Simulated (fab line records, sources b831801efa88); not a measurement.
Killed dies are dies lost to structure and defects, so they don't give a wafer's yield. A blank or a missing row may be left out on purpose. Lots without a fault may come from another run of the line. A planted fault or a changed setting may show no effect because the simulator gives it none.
Tool commonality check | flow gf180mcu | 13 lots, 39 wafers sampled

WHY IT WAS OPENED
At GF_HV_LDD_RS_MEAS_53 the reading HV_LDD_RS is flagged on 2 of 13 lots. Wafers without a fault read 418.1 ohm/sq, standard deviation 0.95.
Rule: a lot is flagged when every wafer of it that has a number lies more than 4 standard deviations from that mean, or none has a number. The other lots count as sound.

lot  | measured     | on            | HV_LDD_RS (ohm/sq), wafer by wafer | flag
L449 | day 12 17:06 | film_metro-03 | 418.3 418.4 419.0                  |
L450 | day 12 23:14 | film_metro-02 | 418.5 419.7 419.2                  |
L452 | day 13 08:25 | film_metro-03 | 416.0 416.2 416.8                  |
L453 | day 13 12:37 | film_metro-02 | 418.8 417.3 418.4                  |
L455 | day 14 14:45 | film_metro-01 | 418.5 419.5 419.7                  |
L456 | day 14 20:38 | film_metro-02 | 418.8 417.2 419.2                  |
L458 | day 15 16:24 | film_metro-01 | 419.5 420.7 420.2                  |
L463 | day 17 04:50 | film_metro-01 | 407.2 408.0 407.5                  | FLAGGED
L465 | day 17 19:43 | film_metro-02 | 407.5 408.1 407.7                  | FLAGGED
L468 | day 18 15:11 | film_metro-03 | 417.5 418.1 418.2                  |
L467 | day 18 16:02 | film_metro-02 | 418.4 419.3 419.3                  |
L469 | day 19 16:47 | film_metro-03 | 418.7 418.2 417.9                  |
L472 | day 20 09:32 | film_metro-02 | 417.8 416.8 416.8                  |
The numbers of the flagged lots are 407.7 ohm/sq on average: -10.4 ohm/sq against the usual, or -11 standard deviations.

WHICH TOOL RAN EACH LOT
The record holds 2 process steps before the reading, out of a route of 602 steps. In each cell: the tool, then ch and the chambers that the sampled wafers went through, then the start.
lot  | flag    | GF_VT_IMPLANT_STRIP_42               | GF_HV_LDD_IMPLANT_09
L449 |         | plasma_asher-02 ch 0,1, day 7 20:17  | implanter-03 ch 0, day 10 07:40
L450 |         | plasma_asher-02 ch 0,1, day 8 03:39  | implanter-03 ch 0, day 10 15:07
L452 |         | plasma_asher-01 ch 0,1, day 8 07:10  | implanter-03 ch 0, day 10 21:31
L453 |         | plasma_asher-04 ch 0,1, day 8 14:25  | implanter-04 ch 0, day 11 02:05
L455 |         | plasma_asher-04 ch 0,1, day 9 12:23  | implanter-01 ch 0, day 12 03:59
L456 |         | plasma_asher-04 ch 0,1, day 9 16:26  | implanter-01 ch 0, day 12 08:26
L458 |         | plasma_asher-01 ch 0,1, day 10 05:53 | implanter-03 ch 0, day 13 02:40
L463 | FLAGGED | plasma_asher-01 ch 0,1, day 11 08:11 | implanter-01 ch 0, day 14 11:05
L465 | FLAGGED | plasma_asher-02 ch 0,1, day 12 00:04 | implanter-01 ch 0, day 15 01:26
L468 |         | plasma_asher-02 ch 0,1, day 12 19:07 | implanter-03 ch 0, day 15 16:59
L467 |         | plasma_asher-04 ch 0,1, day 12 11:16 | implanter-04 ch 0, day 15 17:19
L469 |         | plasma_asher-04 ch 0,1, day 13 08:52 | implanter-03 ch 0, day 16 15:46
L472 |         | plasma_asher-02 ch 0,1, day 14 02:22 | implanter-04 ch 0, day 17 08:43
What these steps do:
- GF_VT_IMPLANT_STRIP_42: strips in O2/N2.
- GF_HV_LDD_IMPLANT_09
- GF_HV_LDD_RS_MEAS_53: measures by four-point-probe.

FLAGGED OVER TOTAL, TOOL BY TOOL (the gauges that took the reading come last)
step                   | tool            | lots run | flagged | share of the flagged lots | sound lots run after its first flagged lot
GF_VT_IMPLANT_STRIP_42 | plasma_asher-01 | 3        | 1       | some                      | 0
GF_VT_IMPLANT_STRIP_42 | plasma_asher-02 | 5        | 1       | some                      | 2 (L468,L472)
GF_VT_IMPLANT_STRIP_42 | plasma_asher-04 | 5        | 0       | none                      | -
GF_HV_LDD_IMPLANT_09   | implanter-01    | 4        | 2       | all                       | 0
GF_HV_LDD_IMPLANT_09   | implanter-03    | 6        | 0       | none                      | -
GF_HV_LDD_IMPLANT_09   | implanter-04    | 3        | 0       | none                      | -
GF_HV_LDD_RS_MEAS_53   | film_metro-01   | 3        | 1       | some                      | 0
GF_HV_LDD_RS_MEAS_53   | film_metro-02   | 6        | 1       | some                      | 2 (L467,L472)
GF_HV_LDD_RS_MEAS_53   | film_metro-03   | 4        | 0       | none                      | -

WHAT THE TABLE ALLOWS
1 row of the table ran every flagged lot: implanter-01 at GF_HV_LDD_IMPLANT_09.
- implanter-01 at GF_HV_LDD_IMPLANT_09: 2 of its 4 lots flagged. Its last sound lot is L456 (day 12 08:26), its first flagged lot L463 (day 14 11:05): a fault that began between those two fits. Its own readings lie more than 4 standard deviations out on every wafer of the flagged lots: dose_ions_cm2.
One tool is left: implanter-01 at GF_HV_LDD_IMPLANT_09.

WHAT THE SIMULATOR HAD PUT IN
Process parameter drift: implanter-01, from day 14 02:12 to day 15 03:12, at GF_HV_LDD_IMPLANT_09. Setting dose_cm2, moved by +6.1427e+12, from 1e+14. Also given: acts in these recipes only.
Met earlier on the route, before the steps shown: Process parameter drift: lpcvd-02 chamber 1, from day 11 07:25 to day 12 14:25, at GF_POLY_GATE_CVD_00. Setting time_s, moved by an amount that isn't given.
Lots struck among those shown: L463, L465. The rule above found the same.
